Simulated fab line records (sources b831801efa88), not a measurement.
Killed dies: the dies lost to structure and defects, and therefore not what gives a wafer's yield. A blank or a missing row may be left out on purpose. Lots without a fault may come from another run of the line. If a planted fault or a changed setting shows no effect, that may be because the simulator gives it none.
fab line records	flow sky130
record: lots: 10	wafers: 30	lastDay: 50
route steps=708 shown LI_CONTACT@364 LOCAL_INTERCONNECT@387 PAD_OPEN@708
lots with no fault: from the same line, run without faults
startH: the number of hours between the record's first day and the start of the first shown wafer of the lot	waitH: time in hours since the lot's previous step	" the same as in the row above	L1.1+2: one row covering several wafers at once	- no value present, or no start provided	* or withheld: withheld	< > ~ a bound
route shown NAME@n: names a module that has steps shown in the file, with the first one's number in the route	usual: mean and standard deviation over wafers with no fault	same: alike in all rows	chamber/n: place in a boat	sites: readings site by site	_std_site: standard deviation across them	_edge_site: mean of outer sites minus mean of inner sites	radiusMm: how far each site lies from the wafer's centre	mask NAME#n: copy n	behind: tool/chamber where the wafer was last shaped	hold: reason for holding the lot/hours on hold/outcome of the hold	device: whichever transistor did not switch (one of n, p or np)	end of line: at the end of the route, the tests of the same wafers	step lacking rows: just its recipe	killed: dies lost to structure and defects at the first sort, not the wafer's yield	map: per-die view of a wafer (x killed, . not killed, _ where there is no die)
set.NAME: the run value of the setting; set.NAME@STEP: its run value at that earlier step	model.NAME: the simulator's own value behind a step, which no gauge read
one table for each step of the route and one row for each wafer, over a sample of lots
services: the hour from which a tool's chamber was out of use, counted from the record's first day as startH (under 0 if before that day), plus the number of hours and why
== steps ==
step: SKY_LI_CONTACT_CMP_02
recipe: material: PSG	downForcePsi: 4	platenRpm: 60	padVelocityMS: 0.94248
usual: edgeZonePressureFrac: 1.001/0.0051	motorCurrentA: 12.6/1.1	timeToEndpointS: 31.4/2.1
lot.wafer	tool	chamber	startH	waitH	edgeZonePressureFrac	motorCurrentA	timeToEndpointS
L626.4	cmp-02	1	657.58	0.2	0.999	12.2	34.6
L626.5	"	2	"	"	1.006	13.3	33.4
L626.6	"	3	"	"	0.995	11.3	34.8
L628.3	cmp-01	2	675.70	0.1	1.000	14.0	35.2
L628.2	"	3	"	"	0.992	13.1	33.3
L628.1	"	0	"	"	0.995	12.5	33.1
L631.4	cmp-02	2	690.21	0.0	1.008	14.1	28.7
L631.3	"	3	"	"	1.000	11.6	30.2
L631.5	"	2	"	"	1.007	13.5	28.7
L632.1	cmp-01	2	699.65	0.1	1.007	14.0	31.8
L632.2	"	0	"	"	1.001	12.7	32.6
L632.6	"	1	"	"	0.995	13.8	29.1
L633.1	cmp-01	0	712.10	0.1	1.003	12.6	30.9
L633.3	"	1	"	"	0.997	13.6	29.7
L633.6	"	0	"	"	1.005	12.4	30.5
L636.2	cmp-02	1	735.00	0.1	0.998	13.2	30.4
L636.1	"	3	"	"	1.007	12.0	32.5
L636.6	"	1	"	"	1.004	12.6	32.6
L637.1	cmp-01	2	737.88	0.1	1.000	15.1	36.4
L637.3	"	0	"	"	0.992	11.9	33.6
L637.5	"	2	"	"	0.997	15.2	37.1
L639.3	cmp-02	2	765.83	0.1	1.007	13.2	26.6
L639.1	"	3	"	"	0.995	11.3	32.7
L639.2	"	0	"	"	0.994	10.7	30.3
L643.1	cmp-01	1	798.10	0.1	0.998	13.5	31.9
L643.3	"	3	"	"	0.998	12.7	31.9
L643.4	"	0	"	"	1.003	12.4	30.9
L648.1	cmp-02	2	829.20	0.1	0.999	13.1	31.5
L648.3	"	3	"	"	0.997	11.3	30.2
L648.5	"	0	"	"	1.000	10.5	30.5
step: SKY_LI_CONTACT_CVD_21
recipe: material: W	targetThkNm: 400	timeS: 120.56	tempC: 400	pressureTorr: 40
usual: heaterPowerW: 865/19	susceptorTempC: 399.99/0.22
lot.wafer	tool	chamber	startH	waitH	heaterPowerW	susceptorTempC
L626.4	cvdW-02	0	687.03	0.1	887	399.85
L626.5	"	0	"	"	862	399.68
L626.6	"	1	"	"	887	400.01
L628.1	cvdW-01	1	704.51	0.0	839	399.90
L628.2	"	0	"	"	846	399.90
L628.3	"	1	"	"	851	399.78
L631.3	cvdW-01	1	719.43	0.1	829	400.13
L631.4	"	0	"	"	872	400.36
L631.5	"	0	"	"	863	399.81
L632.1	cvdW-01	0	727.61	0.0	868	400.11
L632.2	"	1	"	"	846	400.72
L632.6	"	1	"	"	842	399.86
L633.1	cvdW-02	1	739.14	0.0	894	399.72
L633.3	"	0	"	"	900	400.04
L633.6	"	1	"	"	869	399.90
L636.1	cvdW-01	1	762.95	0.0	844	400.08
L636.2	"	0	"	"	842	400.13
L636.6	"	0	"	"	863	400.01
L637.1	cvdW-01	1	766.16	0.0	825	399.62
L637.3	"	1	"	"	855	399.94
L637.5	"	0	"	"	857	399.77
L639.1	cvdW-01	1	793.17	0.0	844	399.72
L639.2	"	0	"	"	891	400.13
L639.3	"	0	"	"	867	400.24
L643.1	cvdW-02	0	824.74	0.0	879	399.74
L643.3	"	1	"	"	888	399.84
L643.4	"	0	"	"	889	399.74
L648.1	cvdW-02	0	855.99	0.0	888	400.22
L648.3	"	0	"	"	882	400.25
L648.5	"	0	"	"	863	399.96
step: SKY_LI_CONTACT_RS_MEAS_22
recipe: thkMeasGauge: four-point-probe	reads: W_of_LI_CONTACT_CVD_21+TiN_of_LI_CONTACT_SPUTTER_20+Ti_of_LI_CONTACT_SPUTTER_19
usual: LI_CONTACT_W_RS: 0.284/0.0032
lot.wafer	tool	chamber	startH	waitH	LI_CONTACT_W_RS[ohm/sq]
L626.4	filmMetro-01	-	687.18	0.1	0.288
L626.5	"	-	"	"	0.287
L626.6	"	-	"	"	0.282
L628.1	filmMetro-01	-	704.64	0.1	0.282
L628.2	"	-	"	"	0.285
L628.3	"	-	"	"	0.283
L631.3	filmMetro-02	-	719.56	0.1	0.279
L631.4	"	-	"	"	0.283
L631.5	"	-	"	"	0.284
L632.1	filmMetro-04	-	727.74	0.1	0.289
L632.2	"	-	"	"	0.287
L632.6	"	-	"	"	0.286
L633.1	filmMetro-02	-	739.27	0.1	0.284
L633.3	"	-	"	"	0.289
L633.6	"	-	"	"	0.283
L636.1	filmMetro-02	-	763.08	0.1	0.283
L636.2	"	-	"	"	0.286
L636.6	"	-	"	"	0.286
L637.1	filmMetro-02	-	766.28	0.1	0.285
L637.3	"	-	"	"	0.284
L637.5	"	-	"	"	0.287
L639.1	filmMetro-01	-	793.29	0.1	0.281
L639.2	"	-	"	"	0.189
L639.3	"	-	"	"	0.187
L643.1	filmMetro-01	-	824.87	0.1	0.284
L643.3	"	-	"	"	0.278
L643.4	"	-	"	"	0.287
L648.1	filmMetro-01	-	856.12	0.1	0.283
L648.3	"	-	"	"	0.283
L648.5	"	-	"	"	0.279
step: SKY_LI_CONTACT_THK_MEAS_23
recipe: thkMeasGauge: xrf	reads: W_of_LI_CONTACT_CVD_21
usual: LI_CONTACT_W_THK: 382/8
lot.wafer	tool	chamber	startH	waitH	LI_CONTACT_W_THK[nm]
L626.4	filmMetro-01	-	687.27	0.1	370
L626.5	"	-	"	"	373
L626.6	"	-	"	"	378
L628.1	filmMetro-01	-	704.76	0.1	378
L628.2	"	-	"	"	372
L628.3	"	-	"	"	379
L631.3	filmMetro-02	-	719.66	0.1	394
L631.4	"	-	"	"	387
L631.5	"	-	"	"	384
L632.1	filmMetro-04	-	727.86	0.1	382
L632.2	"	-	"	"	384
L632.6	"	-	"	"	390
L633.1	filmMetro-02	-	739.39	0.1	387
L633.3	"	-	"	"	381
L633.6	"	-	"	"	387
L636.1	filmMetro-02	-	763.20	0.1	385
L636.2	"	-	"	"	384
L636.6	"	-	"	"	383
L637.1	filmMetro-02	-	766.40	0.1	385
L637.3	"	-	"	"	385
L637.5	"	-	"	"	382
L639.1	filmMetro-01	-	793.41	0.1	374
L639.2	"	-	"	"	526
L639.3	"	-	"	"	529
L643.1	filmMetro-01	-	824.99	0.1	383
L643.3	"	-	"	"	388
L643.4	"	-	"	"	374
L648.1	filmMetro-01	-	856.24	0.1	374
L648.3	"	-	"	"	372
L648.5	"	-	"	"	377
step: SKY_LI_CONTACT_CMP_24
recipe: stopOn: PSG	tOverpolishS: 20	downForcePsi: 3.5	platenRpm: 60	targetThkNm: 0	padVelocityMS: 0.94248
usual: edgeZonePressureFrac: 0.999/0.005	motorCurrentA: 11.5/0.99	timeToEndpointS: 96/3.1
lot.wafer	tool	chamber	startH	waitH	edgeZonePressureFrac	motorCurrentA	timeToEndpointS
L626.4	cmp-02	3	687.45	0.2	1.003	10.4	94
L626.5	"	0	"	"	0.994	10.0	90
L626.6	"	1	"	"	1.005	11.2	96
L628.3	cmp-02	0	704.82	0.0	0.993	10.3	94
L628.2	"	1	"	"	1.005	11.2	95
L628.1	"	3	"	"	1.000	10.3	93
L631.3	cmp-02	1	719.75	0.1	0.994	11.6	97
L631.4	"	3	"	"	0.997	10.1	95
L631.5	"	0	"	"	1.002	9.6	92
L632.2	cmp-01	1	727.97	0.1	1.000	12.2	96
L632.1	"	2	"	"	1.000	12.8	93
L632.6	"	1	"	"	0.998	12.7	95
L633.1	cmp-02	3	739.50	0.1	0.994	10.4	97
L633.3	"	1	"	"	1.008	11.9	97
L633.6	"	2	"	"	1.000	12.3	96
L636.1	cmp-01	0	763.31	0.1	0.991	10.5	100
L636.2	"	2	"	"	0.994	12.7	100
L636.6	"	0	"	"	0.988	11.2	100
L637.1	cmp-01	1	766.56	0.1	1.000	12.7	98
L637.3	"	2	"	"	1.004	12.9	96
L637.5	"	0	"	"	1.004	10.9	95
L639.3	cmp-01	2	793.52	0.1	0.997	13.2	146
L639.2	"	3	"	"	0.990	11.6	143
L639.1	"	0	"	"	0.999	11.4	97
L643.1	cmp-01	1	825.05	0.1	1.003	12.6	93
L643.4	"	2	"	"	1.004	13.0	91
L643.3	"	0	"	"	0.997	11.3	99
L648.3	cmp-02	2	856.30	0.0	1.003	11.9	99
L648.1	"	0	"	"	1.002	10.0	98
L648.5	"	3	"	"	0.994	10.5	105
step: SKY_LOCAL_INTERCONNECT_SPUTTER_00
recipe: material: TiN	targetThkNm: 100	tempC: 300	powerW: 6500	timeS: 81.98	chamberPressurePa: 0.4
usual: substrateTempC: 300.02/0.19	susceptorTempC: 299.99/0.2	throttleValvePct: 30.1/1.6
lot.wafer	tool	chamber	startH	waitH	substrateTempC	susceptorTempC	throttleValvePct
L626.4	pvdSputter-03	-	687.60	0.1	299.91	300.16	28.4
L626.5	"	-	"	"	299.81	299.93	32.7
L626.6	"	-	"	"	300.16	299.83	28.1
L628.1	pvdSputter-03	-	705.12	0.1	300.06	300.10	28.5
L628.2	"	-	"	"	299.72	300.13	30.7
L628.3	"	-	"	"	299.62	300.23	32.9
L631.3	pvdSputter-03	-	720.00	0.2	300.14	300.51	30.5
L631.4	"	-	"	"	299.88	299.91	28.2
L631.5	"	-	"	"	299.85	300.03	33.1
L632.1	pvdSputter-03	-	728.22	0.1	300.08	299.93	33.2
L632.2	"	-	"	"	299.80	299.88	28.3
L632.6	"	-	"	"	299.68	299.71	33.1
L633.1	pvdSputter-01	-	739.75	0.2	299.83	300.35	29.7
L633.3	"	-	"	"	299.96	300.04	31.5
L633.6	"	-	"	"	300.01	300.05	30.0
L636.1	pvdSputter-01	-	763.56	0.2	299.92	300.14	28.8
L636.2	"	-	"	"	299.61	300.15	29.7
L636.6	"	-	"	"	300.08	299.93	29.8
L637.1	pvdSputter-01	-	766.76	0.1	299.89	299.72	31.5
L637.3	"	-	"	"	300.19	299.83	29.6
L637.5	"	-	"	"	300.28	299.85	31.3
L639.1	pvdSputter-03	-	793.77	0.1	300.15	300.08	30.5
L639.2	"	-	"	"	300.08	299.93	28.2
L639.3	"	-	"	"	299.81	300.30	28.6
L643.1	pvdSputter-02	-	825.35	0.2	300.02	300.01	30.6
L643.3	"	-	"	"	299.54	299.87	28.8
L643.4	"	-	"	"	300.10	300.02	29.8
L648.1	pvdSputter-02	-	856.60	0.1	299.90	300.25	29.6
L648.3	"	-	"	"	300.40	299.87	30.6
L648.5	"	-	"	"	299.70	299.87	31.0
step: SKY_LOCAL_INTERCONNECT_ETCH_13
recipe: chemistry: N2/H2	target: BARC	ionEnergyEv: 200	biasW: 100	pressureMtorr: 30	n2FlowSccm: 100	h2FlowSccm: 200	icpW: 500	stopOn: SiO2	timeS: 45.9	targetDepthA: 600
usual: drypumpMotorCurrentA: 6.0/0.35	n2FlowSccm: 100.00/0.27	oesProductAu: 0.854/0.005	throttleValvePct: 13.224/0.0082
lot.wafer	tool	chamber	startH	waitH	drypumpMotorCurrentA	n2FlowSccm	oesProductAu	rfHoursCounterH	throttleValvePct
L626.4	rieMetal-02	1	715.66	0.0	6.0	99.93	0.851	-	13.231
L626.5	"	0	"	"	5.7	99.50	0.858	-	13.222
L626.6	"	1	"	"	6.1	100.05	0.856	-	13.213
L628.1	rieMetal-03	0	732.86	0.0	5.5	100.16	0.860	9	13.230
L628.2	"	1	"	"	6.4	99.91	0.861	4	13.221
L628.3	"	1	"	"	6.4	100.05	0.857	-	13.228
L631.3	rieMetal-04	1	746.33	0.0	6.0	100.16	0.849	-	13.222
L631.4	"	0	"	"	6.3	100.50	0.841	-	13.225
L631.5	"	1	"	"	6.0	99.72	0.858	-	13.244
L632.1	rieMetal-04	1	755.79	0.0	6.0	100.15	0.852	16	13.212
L632.2	"	0	"	"	6.4	99.76	0.858	5	13.230
L632.6	"	1	"	"	6.0	99.90	0.847	-	13.230
L633.1	rieMetal-04	0	766.24	0.0	6.3	100.12	0.854	6	13.218
L633.3	"	1	"	"	6.0	100.39	0.855	-	13.213
L633.6	"	1	"	"	6.0	100.46	0.858	-	13.233
L636.1	rieMetal-03	0	790.56	0.0	5.4	100.78	0.856	11	13.217
L636.2	"	1	"	"	6.4	100.38	0.859	6	13.219
L636.6	"	1	"	"	6.4	99.95	0.855	-	13.230
L637.1	rieMetal-04	1	793.86	0.0	6.0	100.04	0.850	17	13.225
L637.3	"	1	"	"	6.0	99.70	0.849	-	13.223
L637.5	"	1	"	"	6.0	100.06	0.848	-	13.238
L639.1	rieMetal-03	0	819.74	0.0	5.5	100.03	0.851	12	13.228
L639.2	"	1	"	"	6.4	99.93	0.851	7	13.232
L639.3	"	1	"	"	6.3	100.18	0.851	-	13.222
L643.1	rieMetal-02	0	851.44	0.0	5.6	99.96	0.860	6	13.221
L643.3	"	1	"	"	6.1	99.98	0.854	-	13.222
L643.4	"	0	"	"	5.6	100.26	0.854	-	13.224
L648.1	rieMetal-03	0	882.54	0.0	5.5	99.92	0.860	15	13.214
L648.3	"	0	"	"	5.4	100.11	0.854	-	13.212
L648.5	"	1	"	"	6.4	99.90	0.857	-	13.223
step: SKY_PAD_OPEN_PROBE_99
usual: killed_at_M0_to_M3: 43/5.9	killed_at_M4_up: 3.3/1.9	killedAtContacts: 24/5.6	killedAtFrontEnd: 15/4.1	killedAtOther: 0.4/0.66	killedDies: 86/9	killedOpen: 47/6.9	killedShort: 39/6.2
same: grossDies: 492	killedAtBackSide: 0
lot.wafer	tool	chamber	startH	waitH	killed_at_M0_to_M3	killed_at_M4_up	killedAtContacts	killedAtFrontEnd	killedAtOther	killedDies	killedOpen	killedShort
L636.1	prober-01	-	1132.15	0.1	41	3	21	19	0	84	54	30
L636.2	prober-01	-	1132.20	0.1	47	3	16	13	2	81	46	35
L636.6	prober-01	-	1132.40	0.2	46	5	33	13	0	97	55	42
killed by level:class
L636.1 VIA1:geometricParticle:open=11 LI_CONTACT:geometricParticle:open=10 VIA2:geometricParticle:open=9 FIELD_ISO:geometricParticle:short=6 CONTACT:geometricParticle:open=6 POLY_GATE:geometricParticle:short=5 VIA3:geometricParticle:open=5 METAL1:geometricParticle:short=4
L636.2 VIA1:geometricParticle:open=14 VIA2:geometricParticle:open=9 LI_CONTACT:geometricParticle:open=5 LOCAL_INTERCONNECT:geometricParticle:short=5 VIA1:geometricParticle:short=5 METAL1:geometricParticle:short=4 VIA3:geometricParticle:open=4 FIELD_ISO:geometricParticle:short=3
L636.6 VIA1:geometricParticle:open=14 CONTACT:geometricParticle:open=12 CONTACT:geometricParticle:short=9 LI_CONTACT:geometricParticle:open=8 VIA3:geometricParticle:open=7 METAL2:geometricParticle:short=6 FIELD_ISO:geometricParticle:short=5 METAL1:geometricParticle:short=5
== services ==
tool	chamber	startH	hours	kind
pvdSputter-03	-	634.14	1.3	repair
cmp-02	-	641.83	6.4	pm
cmp-01	-	643.03	0.3	repair
cmp-02	-	648.24	5.3	pm
pvdSputter-03	-	651.22	4.8	repair
pvdSputter-02	-	660.28	1.9	repair
cvdW-02	-	660.45	21.4	repair
pvdSputter-02	-	686.09	2.0	repair
cmp-02	-	691.23	1.5	repair
cmp-01	-	704.83	1.7	repair
cmp-01	-	711.12	0.5	repair
cmp-02	-	723.58	0.4	repair
cmp-02	-	729.09	0.8	repair
cmp-01	-	744.24	4.0	pm
cmp-02	-	769.08	4.0	repair
pvdSputter-01	-	783.47	75.5	repair
rieMetal-04	0	786.11	63.8	repair
pvdSputter-03	-	791.32	2.4	repair
pvdSputter-01	-	793.56	13.3	repair
cmp-02	-	803.72	0.6	repair
pvdSputter-01	-	831.63	4.3	repair
pvdSputter-01	-	840.94	0.5	repair
rieMetal-03	1	847.57	4.1	repair
pvdSputter-03	-	855.91	0.9	repair
== key ==
firstSign: step: SKY_LI_CONTACT_RS_MEAS_22	reading: LI_CONTACT_W_RS	direction: down	sigmas: 30	usual: 0.284	struck: 0.188
effect: step: SKY_LI_CONTACT_THK_MEAS_23	reading: LI_CONTACT_W_THK	direction: up	sigmas: 18	usual: 382	struck: 527
effect: step: SKY_LI_CONTACT_CMP_24	reading: timeToEndpointS	direction: up	sigmas: 16	usual: *	struck: *
metAt SKY_LI_CONTACT_CVD_21
struckLots L639
struckWafers L639.2,L639.3
testerLeftOut L639
notActingAt SKY_LI_CONTACT_CMP_02,SKY_LOCAL_INTERCONNECT_SPUTTER_00,SKY_LOCAL_INTERCONNECT_ETCH_13
onsetBetween 766.16 793.17
fault: kind: processParameterDrift	tool: cvdW-01	chamber: 0	onsetH: 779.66	steps: SKY_LI_CONTACT_CVD_21	channel: targetThkNm	offset: 205.94	shape: step	endH: 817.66	actsIn: theseRecipesOnly	stated: 400
testerLeftOut: of these lots the tester's yield and bins aren't shown, on N5 and GAA mostly nor the transistor test; their killed dies are dies lost to structure and defects alone, not to doping, threshold or leakage, so they don't give the yield
